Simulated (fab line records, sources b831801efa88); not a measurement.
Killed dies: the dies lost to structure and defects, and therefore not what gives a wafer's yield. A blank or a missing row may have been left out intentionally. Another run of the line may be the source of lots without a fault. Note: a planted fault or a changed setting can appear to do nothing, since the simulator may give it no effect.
Matching of chambers	flow gf180mcu	GF_V5_CMP_26 on cmp-02 has 4 sister chambers
The step polishes, stops on SiO2, t overpolish 15 s, target thk 0 nm. 16 wafers are shown with their chamber, then 8 later ones without.

== EACH WAFER AND ITS CHAMBER ==
wafer	chamber	motor current A (A)	overpolish run s (s)	time to endpoint s (s)
L272.4	0	12.2	15.005	78
L272.5	0	11.7	15.000	82
L272.6	3	10.1	14.992	80
L271.2	3	10.0	15.012	80
L271.3	1	12.0	14.993	85
L271.5	0	11.9	14.997	81
L274.1	0	11.9	15.002	79
L274.2	3	9.9	14.999	79
L274.4	2	11.1	15.006	84
L278.1	0	11.6	14.998	80
L278.4	3	10.2	14.987	81
L278.6	3	9.7	15.008	78
L279.2	1	12.0	14.993	80
L279.3	2	10.9	15.014	81
L279.5	1	11.6	14.996	78
L280.3	1	11.9	14.988	80

SIGNATURES (averages over the wafers above)
reading	chamber 0	chamber 1	chamber 2	chamber 3	scatter within a chamber
motor current A	11.860	11.875	11.000	9.980	0.202
overpolish run s	15.00040	14.99250	15.01000	14.99960	0.00675
time to endpoint s	80.00	80.75	82.50	79.60	1.97
Rule: a wafer's distance from a chamber is the root of the sum, over the readings, of the square of ((its reading less the chamber's mean) divided by the reading's scatter). The wafer belongs to the nearest chamber; if the next one is less than 2 further off, it can't be placed. How the scatter is found: for the shown wafers, subtract from each reading the mean of its chamber, square and add these, divide the total by (wafers less chambers), then take the root.

== WAFERS MISSING THEIR CHAMBER ==
wafer	motor current A (A)	overpolish run s (s)	time to endpoint s (s)
L280.5	9.5	14.989	79
L280.6	11.0	14.994	82
L282.3	11.9	15.004	79
L282.5	9.9	14.991	82
L282.6	11.8	14.990	80
L284.2	11.4	14.999	83
L284.4	11.4	15.002	85
L284.6	10.4	14.996	86

== WHICH CHAMBER EACH ONE RAN IN ==
wafer	from the rows above	in truth
L280.5	3	3
L280.6	2	2
L282.3	can't be placed: 0 or 1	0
L282.5	3	3
L282.6	can't be placed: 1 or 0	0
L284.2	can't be placed: 2 or 0 or 1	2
L284.4	can't be placed: 2 or 0 or 1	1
L284.6	can't be placed: 3 or 2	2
3 of 8 placed correctly. These rows do not allow placing 5 (true chamber among the candidates in 5). Number placed wrongly: 0.
